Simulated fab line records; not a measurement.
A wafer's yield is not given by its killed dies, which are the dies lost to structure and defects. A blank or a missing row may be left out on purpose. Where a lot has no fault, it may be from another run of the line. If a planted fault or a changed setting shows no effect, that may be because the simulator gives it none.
fab line records	flow gf180mcu
[record] lots = 14	wafers = 42	last_day = 34
route steps=602 shown TOP_METAL@569 PASSIVATION@589
lots untouched by any fault: they come from a run of this same line in which no faults occurred
start_h: hours from the record's first day to the start of the lot's first wafer shown	wait_h: hours since the lot's step before	" as in the row above	L1.1+2: a single row standing in for several wafers	- no value, or no start given	* or withheld: withheld	< > ~ a bound
route shown NAME@n: names a module that has steps shown in the file, with the first one's number in the route	usual: mean and standard deviation over wafers with no fault	same: alike in all rows	chamber/n: place in a boat	sites: each site's reading	_std_site: standard deviation across them	_edge_site: inner sites' mean taken away from outer sites' mean	radius_mm: for every site, how far away it sits from the centre of the wafer	mask NAME#n: copy n	behind: the last tool/chamber to shape the wafer	hold: cause of the lot's hold/its duration in hours/its outcome	device: names the non-switching transistor (n, p or np)	end of line: tests of these same wafers at the route's end	where a step has no rows: the recipe by itself	killed: dies lost to structure and defects at the first sort, not the wafer's yield	map: a wafer's dies, marking killed ones x, the rest . and places with no die _
set.NAME: the setting that was run; set.NAME@STEP: the one run at that earlier step	model.NAME: the simulator's own value behind a step, which no gauge read
route steps across a sampled set of lots; one table per step, one row per wafer
services: the hour from which a tool's chamber was out of use, counted from the record's first day as start_h (under 0 if before that day), plus the number of hours and why
[[steps]]
[step GF_TOP_METAL_SPUTTER_02]
[recipe] material = AlCu	target_thk_nm = 900	power_w = 10600	chamber_pressure_pa = 0.3	substrate_temp_c = 250	gas = Ar	time_s = 47.82
[usual] throttle_valve_pct = 30.4/0.98
lot.wafer	tool	chamber	start_h	wait_h	throttle_valve_pct
L449.1	pvd_sputter-02	-	639.60	0.0	31.6
L449.2	"	-	"	"	29.3
L449.5	"	-	"	"	29.2
L451.1	pvd_sputter-04	-	653.53	0.0	30.1
L451.3	"	-	"	"	30.2
L451.6	"	-	"	"	30.3
L452.2	pvd_sputter-01	-	658.84	0.0	31.6
L452.4	"	-	"	"	31.6
L452.6	"	-	"	"	29.8
L458.3	pvd_sputter-04	-	706.59	0.0	29.0
L458.5	"	-	"	"	28.9
L458.6	"	-	"	"	30.4
L459.2	pvd_sputter-02	-	711.98	0.0	29.1
L459.4	"	-	"	"	31.3
L459.6	"	-	"	"	31.9
L460.1	pvd_sputter-02	-	721.52	0.0	29.2
L460.4	"	-	"	"	31.6
L460.6	"	-	"	"	29.6
L461.2	pvd_sputter-01	-	732.94	0.0	31.1
L461.4	"	-	"	"	31.5
L461.6	"	-	"	"	31.4
L463.1	pvd_sputter-04	-	744.02	0.0	30.3
L463.3	"	-	"	"	28.8
L463.6	"	-	"	"	28.9
L464.1	pvd_sputter-01	-	749.60	0.0	31.4
L464.4	"	-	"	"	31.0
L464.5	"	-	"	"	30.9
L465.2	pvd_sputter-02	-	751.52	0.0	31.3
L465.3	"	-	"	"	30.0
L465.4	"	-	"	"	29.0
L466.2	pvd_sputter-01	-	760.16	0.0	30.9
L466.3	"	-	"	"	31.4
L466.5	"	-	"	"	31.8
L467.3	pvd_sputter-01	-	764.14	0.0	31.6
L467.5	"	-	"	"	29.5
L467.6	"	-	"	"	31.7
L469.2	pvd_sputter-04	-	774.15	0.0	29.5
L469.3	"	-	"	"	28.7
L469.4	"	-	"	"	30.2
L471.1	pvd_sputter-02	-	781.91	0.0	31.7
L471.2	"	-	"	"	29.2
L471.4	"	-	"	"	31.7
[step GF_TOP_METAL_SPUTTER_03]
[recipe] material = Ti	target_thk_nm = 5	substrate_temp_c = 300	chamber_pressure_pa = 0.3	power_w = 3000	time_s = 3.449
[usual] throttle_valve_pct = 30.4/0.95
lot.wafer	tool	chamber	start_h	wait_h	throttle_valve_pct
L449.1	pvd_sputter-02	-	639.64	0.0	31.7
L449.2	"	-	"	"	29.1
L449.5	"	-	"	"	29.0
L451.1	pvd_sputter-04	-	653.57	0.0	30.2
L451.3	"	-	"	"	30.4
L451.6	"	-	"	"	30.3
L452.2	pvd_sputter-01	-	658.88	0.0	31.7
L452.4	"	-	"	"	31.7
L452.6	"	-	"	"	29.4
L458.3	pvd_sputter-04	-	706.63	0.0	29.2
L458.5	"	-	"	"	28.8
L458.6	"	-	"	"	30.3
L459.2	pvd_sputter-02	-	712.02	0.0	29.2
L459.4	"	-	"	"	31.6
L459.6	"	-	"	"	31.4
L460.1	pvd_sputter-02	-	721.57	0.0	29.4
L460.4	"	-	"	"	31.7
L460.6	"	-	"	"	29.7
L461.2	pvd_sputter-01	-	732.98	0.0	30.8
L461.4	"	-	"	"	31.3
L461.6	"	-	"	"	31.6
L463.1	pvd_sputter-04	-	744.06	0.0	30.4
L463.3	"	-	"	"	29.0
L463.6	"	-	"	"	28.9
L464.1	pvd_sputter-01	-	749.64	0.0	31.4
L464.4	"	-	"	"	30.7
L464.5	"	-	"	"	30.7
L465.2	pvd_sputter-02	-	751.57	0.0	31.3
L465.3	"	-	"	"	30.0
L465.4	"	-	"	"	28.8
L466.2	pvd_sputter-01	-	760.20	0.0	30.8
L466.3	"	-	"	"	31.4
L466.5	"	-	"	"	31.4
L467.3	pvd_sputter-01	-	764.18	0.0	31.5
L467.5	"	-	"	"	29.5
L467.6	"	-	"	"	31.4
L469.2	pvd_sputter-04	-	774.19	0.0	29.5
L469.3	"	-	"	"	29.2
L469.4	"	-	"	"	30.0
L471.1	pvd_sputter-02	-	781.95	0.0	31.7
L471.2	"	-	"	"	29.3
L471.4	"	-	"	"	31.4
[step GF_TOP_METAL_RS_MEAS_05]
[recipe] thk_meas_gauge = four-point-probe	reads = TiN_of_TOP_METAL_SPUTTER_04+Ti_of_TOP_METAL_SPUTTER_03+AlCu_of_TOP_METAL_SPUTTER_02+TiN_of_TOP_METAL_SPUTTER_01+Ti_of_TOP_METAL_SPUTTER_00
[usual] TOP_METAL_ALCU_RS = 0.03287/0.00026
lot.wafer	tool	chamber	start_h	wait_h	TOP_METAL_ALCU_RS[ohm/sq]
L449.1	film_metro-02	-	639.69	0.0	0.03271
L449.2	"	-	"	"	0.0326
L449.5	"	-	"	"	0.03284
L451.1	film_metro-04	-	653.62	0.0	0.03277
L451.3	"	-	"	"	0.03272
L451.6	"	-	"	"	0.03287
L452.2	film_metro-04	-	658.95	0.0	0.03288
L452.4	"	-	"	"	0.03244
L452.6	"	-	"	"	0.03276
L458.3	film_metro-02	-	706.72	0.1	0.03315
L458.5	"	-	"	"	0.03302
L458.6	"	-	"	"	0.03312
L459.2	film_metro-03	-	712.09	0.0	0.03284
L459.4	"	-	"	"	0.03295
L459.6	"	-	"	"	0.03296
L460.1	film_metro-02	-	721.61	0.0	0.03304
L460.4	"	-	"	"	0.0328
L460.6	"	-	"	"	0.03298
L461.2	film_metro-02	-	733.05	0.0	0.0326
L461.4	"	-	"	"	0.03269
L461.6	"	-	"	"	0.03268
L463.1	film_metro-02	-	744.11	0.0	0.03331
L463.3	"	-	"	"	0.03303
L463.6	"	-	"	"	0.03323
L464.1	film_metro-03	-	749.69	0.0	0.03301
L464.4	"	-	"	"	0.03284
L464.5	"	-	"	"	0.03296
L465.2	film_metro-04	-	751.63	0.0	0.03264
L465.3	"	-	"	"	0.0327
L465.4	"	-	"	"	0.03276
L466.2	film_metro-02	-	760.27	0.0	0.03296
L466.3	"	-	"	"	0.03284
L466.5	"	-	"	"	0.0329
L467.3	film_metro-03	-	764.27	0.1	0.03238
L467.5	"	-	"	"	0.03275
L467.6	"	-	"	"	0.03235
L469.2	film_metro-03	-	774.26	0.0	0.0326
L469.3	"	-	"	"	0.03266
L469.4	"	-	"	"	0.03254
L471.1	film_metro-02	-	782.00	0.0	0.03282
L471.2	"	-	"	"	0.03269
L471.4	"	-	"	"	0.03253
[step GF_PASSIVATION_CVD_02]
[recipe] material = Si3N4	target_thk_nm = 700	time_s = 486.18	temp_c = 400	rf_w = 450
[usual] heater_power_outer_w = 427/75	heater_power_w = 727/110
lot.wafer	tool	chamber	start_h	wait_h	heater_power_outer_w	heater_power_w
L449.1	pecvd-04	1	660.66	0.1	400	691
L449.2	"	0	"	"	445	711
L449.5	"	2	"	"	520	802
L451.1	pecvd-04	0	673.86	0.1	-	-
L451.3	"	1	"	"	-	-
L451.6	"	0	"	"	-	-
L452.2	pecvd-03	0	679.34	0.0	-	-
L452.4	"	0	"	"	-	-
L452.6	"	1	"	"	-	-
L458.3	pecvd-03	2	725.88	0.0	473	797
L458.5	"	1	"	"	377	603
L458.6	"	0	"	"	404	698
L459.2	pecvd-04	0	730.34	0.0	446	695
L459.4	"	0	"	"	362	568
L459.6	"	1	"	"	399	695
L460.1	pecvd-04	2	740.64	0.1	430	713
L460.4	"	1	"	"	393	724
L460.6	"	2	"	"	472	749
L461.2	pecvd-03	2	750.97	0.0	568	929
L461.4	"	2	"	"	458	768
L461.6	"	1	"	"	478	761
L463.1	pecvd-03	1	761.83	0.1	390	621
L463.3	"	2	"	"	494	829
L463.6	"	2	"	"	528	859
L464.1	pecvd-03	2	766.55	0.1	592	945
L464.4	"	2	"	"	459	749
L464.5	"	1	"	"	365	619
L465.2	pecvd-01	1	768.83	0.0	443	803
L465.3	"	0	"	"	325	555
L465.4	"	0	"	"	243	459
L466.2	pecvd-03	1	776.56	0.0	418	671
L466.3	"	0	"	"	421	721
L466.5	"	1	"	"	458	713
L467.3	pecvd-01	0	780.30	0.0	262	490
L467.5	"	0	"	"	284	507
L467.6	"	2	"	"	394	793
L469.2	pecvd-01	0	791.17	0.0	251	463
L469.3	"	1	"	"	410	756
L469.4	"	1	"	"	438	806
L471.1	pecvd-03	0	798.00	0.1	476	781
L471.2	"	1	"	"	480	767
L471.4	"	0	"	"	494	826
[step GF_PASSIVATION_ETCH_11]
[recipe] chemistry = CF4/O2	target_depth_nm = 1800	stop_on = TiN	source_w = 800	bias_w = 150	pressure_mtorr = 150	cf4_flow_sccm = 80	O2_flow_sccm = 10	time_s = 400
[usual] bias_w = 149.9/0.49	drypump_motor_current_A = 5.7/0.61	oes_product_au = 0.964/0.007	throttle_valve_pct = 5.960/0.0097
lot.wafer	tool	chamber	start_h	wait_h	bias_w	drypump_motor_current_A	oes_product_au	rf_hours_counter_h	throttle_valve_pct
L449.1	rie_diel-02	1	680.72	-	149.7	6.4	0.951	48	5.956
L449.2	"	0	"	"	149.4	6.6	0.961	17	5.944
L449.5	"	0	"	"	148.9	6.6	0.961	-	5.939
L451.1	rie_diel-01	1	693.06	-	151.0	5.0	0.993	3	5.970
L451.3	"	3	"	"	150.7	5.0	0.994	10	5.966
L451.6	"	1	"	"	150.9	5.0	0.990	-	5.971
L452.2	rie_diel-01	0	698.91	-	149.7	5.5	0.976	8	5.966
L452.4	"	2	"	"	150.7	4.8	0.996	24	5.968
L452.6	"	0	"	"	149.8	5.5	0.985	-	5.969
L458.3	rie_diel-04	0	743.31	-	150.0	6.4	0.956	7	5.963
L458.5	"	1	"	"	150.6	5.2	0.961	-	5.980
L458.6	"	0	"	"	149.8	6.4	0.969	-	5.943
L459.2	rie_diel-04	1	747.61	-	150.3	5.1	0.963	11	5.952
L459.4	"	2	"	"	150.4	6.1	0.972	29	5.965
L459.6	"	1	"	"	149.8	5.1	0.966	-	5.971
L460.1	rie_diel-02	2	757.46	-	150.4	6.1	0.957	16	5.968
L460.4	"	0	"	"	150.3	6.6	0.965	-	5.974
L460.6	"	3	"	"	149.0	6.5	0.968	-	5.964
L461.2	rie_diel-01	2	767.47	-	149.9	4.8	0.959	28	5.966
L461.4	"	3	"	"	150.0	5.0	0.966	13	5.964
L461.6	"	1	"	"	149.4	5.1	0.976	-	5.965
L463.1	rie_diel-04	3	777.92	-	149.6	5.8	0.959	9	5.962
L463.3	"	0	"	"	149.5	6.4	0.969	9	5.960
L463.6	"	3	"	"	150.5	5.8	0.965	-	5.981
L464.1	rie_diel-01	3	782.44	-	150.2	5.0	0.957	14	5.947
L464.4	"	1	"	"	149.5	5.0	0.973	8	5.971
L464.5	"	3	"	"	150.0	5.0	0.952	-	5.967
L465.2	rie_diel-04	0	785.27	-	150.2	6.4	0.958	9	5.961
L465.3	"	1	"	"	149.9	5.1	0.955	13	5.968
L465.4	"	2	"	"	150.3	6.1	0.963	30	5.957
L466.2	rie_diel-01	3	792.69	-	151.3	5.0	0.971	14	5.961
L466.3	"	0	"	"	149.9	5.5	0.969	13	5.953
L466.5	"	3	"	"	150.0	5.0	0.973	-	5.957
L467.3	rie_diel-04	3	795.74	-	149.9	5.8	0.955	10	5.960
L467.5	"	1	"	"	150.1	5.1	0.974	-	5.948
L467.6	"	0	"	"	150.1	6.4	0.965	-	5.967
L469.2	rie_diel-01	0	806.36	-	149.9	5.6	0.965	14	5.966
L469.3	"	2	"	"	150.1	4.8	0.965	30	5.948
L469.4	"	1	"	"	149.9	5.0	0.968	9	5.959
L471.1	rie_diel-02	1	812.89	-	150.3	6.4	0.963	2	5.970
L471.2	"	0	"	"	149.7	6.6	0.961	23	5.972
L471.4	"	3	"	"	150.5	6.5	0.969	11	5.955
[[services]]
tool	chamber	start_h	hours	kind
pvd_sputter-04	-	625.58	2.8	repair
pvd_sputter-04	-	637.99	2.0	repair
pvd_sputter-02	0	639.69	-	consumable_replace:kit
pvd_sputter-04	-	657.92	4.0	repair
pecvd-03	2	663.10	22.1	repair
rie_diel-02	-	672.25	2.8	pm
rie_diel-04	3	684.94	6.9	repair
rie_diel-04	3	701.67	3.2	repair
pvd_sputter-04	1	710.40	-	consumable_replace:kit
pvd_sputter-04	1	710.40	18.0	scheduled_down
pvd_sputter-04	1	710.40	18.0	vent_cycle
rie_diel-04	1	730.53	5.4	repair
pecvd-03	0	737.86	4.1	repair
pvd_sputter-02	-	758.17	1.7	repair
pvd_sputter-01	1	779.17	-	consumable_replace:kit
pvd_sputter-01	1	779.17	18.0	scheduled_down
pvd_sputter-01	1	779.17	18.0	vent_cycle
pvd_sputter-02	3	782.00	-	consumable_replace:kit
pvd_sputter-02	3	782.00	18.0	scheduled_down
pvd_sputter-02	3	782.00	18.0	vent_cycle
rie_diel-01	3	783.54	5.9	repair
rie_diel-02	3	785.86	16.3	repair
pecvd-01	-	799.38	14.0	pm
pvd_sputter-04	0	811.48	-	consumable_replace:kit
[[key]]
[first_sign] step = GF_PASSIVATION_CVD_02	reading = tool_record	direction = missing
[effect] step = GF_PASSIVATION_ETCH_11	reading = oes_product_au	direction = up	sigmas = 3.6	usual = 0.964	struck = 0.989
met_at GF_PASSIVATION_CVD_02
struck_lots L451,L452
later_rows_left_out L451.1,L451.3,L451.6,L452.2,L452.4,L452.6
sort_left_out L451.1,L451.3,L451.6,L452.2,L452.4,L452.6
not_acting_at GF_TOP_METAL_SPUTTER_02,GF_TOP_METAL_SPUTTER_03,GF_TOP_METAL_RS_MEAS_05
onset_between 660.66 673.86
[fault] kind = skipped_step_whole	tool = pecvd-03,pecvd-04	chamber = -	onset_h = 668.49	steps = GF_PASSIVATION_CVD_02	scope = struck_lots_only
// sort_left_out: the simulated sort isn't trusted on such a fault, so these wafers' sort isn't shown, and their yield isn't known
// later_rows_left_out: the simulator's readings of these wafers behind a module that went badly wrong aren't trusted and aren't shown, but for the sort
